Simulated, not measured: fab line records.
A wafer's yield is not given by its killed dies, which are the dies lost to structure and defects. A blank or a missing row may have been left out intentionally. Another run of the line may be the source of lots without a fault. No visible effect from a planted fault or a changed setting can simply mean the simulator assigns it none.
The tool behind it: which one? | flow sky130 | Sampling: 15 lots, 45 wafers, 4 of 708 route steps

WHAT THE GAUGES SHOWED, per wafer
The record holds no reading of a measuring or inspecting step that can be judged against a usual standard deviation.

EACH LOT AND THE TOOL THAT RAN IT (in order: tool; ch and the chambers of the sampled wafers; start)
lot  | SKY_VIA2_CVD_21               | SKY_CAPM_STRIP_14                    | SKY_METAL3_DEVELOP_12             | SKY_METAL3_STRIP_19
L811 | cvd w-01 ch 0,1, day 36 11:19 | plasma asher-04 ch 0,1, day 37 14:45 | litho track-02 ch 0, day 38 16:00 | plasma asher-04 ch 0,1, day 38 17:23
L810 | cvd w-02 ch 0,1, day 36 11:38 | plasma asher-01 ch 0,1, day 37 14:58 | litho track-03 ch 0, day 38 16:00 | plasma asher-02 ch 0,1, day 38 17:26
L812 | cvd w-02 ch 0,1, day 36 20:03 | plasma asher-01 ch 0,1, day 37 22:50 | litho track-03 ch 0, day 38 23:00 | plasma asher-01 ch 0,1, day 39 00:16
L814 | cvd w-01 ch 0,1, day 37 16:23 | plasma asher-04 ch 0,1, day 38 18:42 | litho track-03 ch 0, day 39 20:00 | plasma asher-04 ch 0,1, day 39 20:53
L815 | cvd w-02 ch 0,1, day 37 19:01 | plasma asher-04 ch 0,1, day 38 21:14 | litho track-03 ch 0, day 39 23:00 | plasma asher-04 ch 0,1, day 39 23:40
L818 | cvd w-02 ch 0,1, day 38 13:56 | plasma asher-04 ch 0, day 39 15:52   | litho track-03 ch 0, day 40 16:00 | plasma asher-04 ch 0,1, day 40 17:23
L821 | cvd w-02 ch 0,1, day 39 19:16 | plasma asher-04 ch 0,1, day 40 21:01 | litho track-03, day 41 21:00      | plasma asher-01 ch 0,1, day 41 22:11
L823 | cvd w-01 ch 0,1, day 40 02:07 | plasma asher-04 ch 0,1, day 41 03:10 | litho track-04, day 42 03:00      | plasma asher-04 ch 0,1, day 42 04:13
L822 | cvd w-01 ch 0,1, day 40 14:35 | plasma asher-03 ch 0,1, day 41 15:06 | litho track-02, day 42 15:00      | plasma asher-04 ch 0,1, day 42 15:44
L824 | cvd w-01 ch 0,1, day 40 18:08 | plasma asher-03 ch 0,1, day 41 18:59 | litho track-02 ch 0, day 42 18:00 | plasma asher-01 ch 0,1, day 42 19:31
L829 | cvd w-02 ch 0,1, day 42 07:03 | plasma asher-03 ch 0,1, day 43 06:24 | litho track-02 ch 0, day 44 05:00 | plasma asher-04 ch 0,1, day 44 05:59
L830 | cvd w-02 ch 0,1, day 42 10:34 | plasma asher-04 ch 0,1, day 43 10:35 | litho track-04 ch 0, day 44 09:00 | plasma asher-02 ch 0,1, day 44 10:00
L831 | cvd w-01 ch 0, day 42 17:13   | plasma asher-04 ch 0, day 43 16:34   | litho track-04 ch 0, day 44 14:00 | plasma asher-02 ch 0,1, day 44 15:13
L832 | cvd w-01 ch 0,1, day 43 01:01 | plasma asher-04 ch 0,1, day 44 01:07 | litho track-03 ch 0, day 44 23:00 | plasma asher-01 ch 0,1, day 45 00:05
L833 | cvd w-02 ch 0,1, day 43 08:43 | plasma asher-03 ch 0,1, day 44 07:23 | litho track-03 ch 0, day 45 05:00 | plasma asher-01 ch 0,1, day 45 05:56
- SKY_VIA2_CVD_21: deposits W, target thk 420 nm, time 126.4 s.
- SKY_CAPM_STRIP_14: strips in O2/N2.
- SKY_METAL3_DEVELOP_12: develop time 60 s.
- SKY_METAL3_STRIP_19: strips in O2/N2.

WHAT THE TOOLS THEMSELVES READ (means of the sampled wafers that have a number; where no wafer has one, the mark that the record gives instead)
SKY_VIA2_CVD_21. Usual: heater power w reads 912 W (standard deviation 110).
lot  | tool     | heater power w (W) | flag
L811 | cvd w-01 | 899                |
L810 | cvd w-02 | 1013               |
L812 | cvd w-02 | 952                |
L814 | cvd w-01 | 900                |
L815 | cvd w-02 | 935                |
L818 | cvd w-02 | 1010               |
L821 | cvd w-02 | 949                |
L823 | cvd w-01 | 780                |
L822 | cvd w-01 | 787                |
L824 | cvd w-01 | 812                |
L829 | cvd w-02 | 1007               |
L830 | cvd w-02 | 992                |
L831 | cvd w-01 | 739                |
L832 | cvd w-01 | 829                |
L833 | cvd w-02 | 948                |

SKY_CAPM_STRIP_14. Usual: chamber pressure mTorr 1500.0 mTorr, standard deviation 1.4; drypump motor current A 5.54 A, standard deviation 0.22; oes product au 0.710 a.u., standard deviation 0.0046; strip time to endpoint s 12.64 s, standard deviation 0.053.
lot  | tool            | chamber pressure mTorr (mTorr) | drypump motor current A (A) | oes product au (a.u.) | strip time to endpoint s (s) | flag
L811 | plasma asher-04 | 1500.9                         | 5.58                        | 0.713                 | 12.65                        |
L810 | plasma asher-01 | 1500.6                         | 5.39                        | 0.710                 | 12.67                        |
L812 | plasma asher-01 | 1499.6                         | 5.30                        | 0.708                 | 12.61                        |
L814 | plasma asher-04 | 1499.4                         | 5.48                        | 0.712                 | 12.62                        |
L815 | plasma asher-04 | 1499.6                         | 5.59                        | 0.711                 | 12.62                        |
L818 | plasma asher-04 | 1500.5                         | 5.69                        | 0.708                 | 12.69                        |
L821 | plasma asher-04 | 1501.3                         | 5.60                        | 0.709                 | 12.57                        |
L823 | plasma asher-04 | 1500.2                         | 5.59                        | 0.705                 | 12.56                        |
L822 | plasma asher-03 | 1499.4                         | 5.79                        | 0.711                 | 12.68                        |
L824 | plasma asher-03 | 1501.2                         | 5.79                        | 0.714                 | 12.67                        |
L829 | plasma asher-03 | 1500.2                         | 5.79                        | 0.709                 | 12.60                        |
L830 | plasma asher-04 | 1499.4                         | 5.48                        | 0.708                 | 12.57                        |
L831 | plasma asher-04 | 1501.1                         | 5.69                        | 0.711                 | 12.70                        |
L832 | plasma asher-04 | 1498.9                         | 5.58                        | 0.709                 | 12.72                        |
L833 | plasma asher-03 | 1498.8                         | 5.61                        | 0.707                 | 12.66                        |

SKY_METAL3_DEVELOP_12. Usual: chill plate temp C reads 23.00 C (standard deviation 0.1).
lot  | tool           | chill plate temp C (C) | flag
L811 | litho track-02 | 22.98                  |
L810 | litho track-03 | 23.02                  |
L812 | litho track-03 | 23.04                  |
L814 | litho track-03 | 22.98                  |
L815 | litho track-03 | 22.87                  |
L818 | litho track-03 | 22.91                  |
L821 | litho track-03 | -                      | OFF
L823 | litho track-04 | -                      | OFF
L822 | litho track-02 | -                      | OFF
L824 | litho track-02 | 22.88                  |
L829 | litho track-02 | 23.09                  |
L830 | litho track-04 | 23.02                  |
L831 | litho track-04 | 23.01                  |
L832 | litho track-03 | 23.03                  |
L833 | litho track-03 | 23.00                  |

SKY_METAL3_STRIP_19. Usual: chamber pressure mTorr 1499.8 mTorr, standard deviation 1.4; drypump motor current A 5.46 A, standard deviation 0.15; oes product au 0.501 a.u., standard deviation 0.0068; strip time to endpoint s 6.51 s, standard deviation 0.14.
lot  | tool            | chamber pressure mTorr (mTorr) | drypump motor current A (A) | oes product au (a.u.) | strip time to endpoint s (s) | flag
L811 | plasma asher-04 | 1500.0                         | 5.60                        | 0.504                 | 6.47                         |
L810 | plasma asher-02 | 1498.5                         | 5.48                        | 0.503                 | 6.64                         |
L812 | plasma asher-01 | 1498.5                         | 5.39                        | 0.491                 | 6.38                         |
L814 | plasma asher-04 | 1500.1                         | 5.48                        | 0.503                 | 6.51                         |
L815 | plasma asher-04 | 1500.0                         | 5.50                        | 0.500                 | 6.48                         |
L818 | plasma asher-04 | 1500.0                         | 5.51                        | 0.501                 | 6.51                         |
L821 | plasma asher-01 | 1499.8                         | 5.31                        | 0.504                 | 6.47                         |
L823 | plasma asher-04 | 1500.8                         | 5.50                        | 0.509                 | 6.81                         |
L822 | plasma asher-04 | 1499.8                         | 5.60                        | 0.503                 | 6.65                         |
L824 | plasma asher-01 | 1500.0                         | 5.39                        | 0.503                 | 6.51                         |
L829 | plasma asher-04 | 1500.4                         | 5.56                        | 0.494                 | 6.31                         |
L830 | plasma asher-02 | 1500.8                         | 5.49                        | 0.510                 | 6.64                         |
L831 | plasma asher-02 | 1500.4                         | 5.50                        | 0.505                 | 6.65                         |
L832 | plasma asher-01 | 1498.6                         | 5.31                        | 0.504                 | 6.55                         |
L833 | plasma asher-01 | 1499.7                         | 5.30                        | 0.507                 | 6.61                         |

THE ANSWER, worked out from the rows above alone
Rule: lot off if the mean of its wafers having a number is beyond 3 standard deviations from the usual mean. Also off: a lot with no number at a reading for which 4 or more lots have one. Any other lot the step has rows for is counted as sound. First the gauges in route order, then the tools' own readings, where a lot's mean is used as printed above. At the first step where some lot is off, the reading lying furthest off is the one used; lots without a number count as furthest.
Off at SKY_METAL3_DEVELOP_12 (chill plate temp C): L821, L823, L822. Without a number there: L821, L823, L822.
If a tool, at that step or one of the process steps before it, ran each lot that is off and ran no sound lot following the first of them, it fits. No candidate that was tried fits.

WHAT THE SIMULATOR HAD INSERTED
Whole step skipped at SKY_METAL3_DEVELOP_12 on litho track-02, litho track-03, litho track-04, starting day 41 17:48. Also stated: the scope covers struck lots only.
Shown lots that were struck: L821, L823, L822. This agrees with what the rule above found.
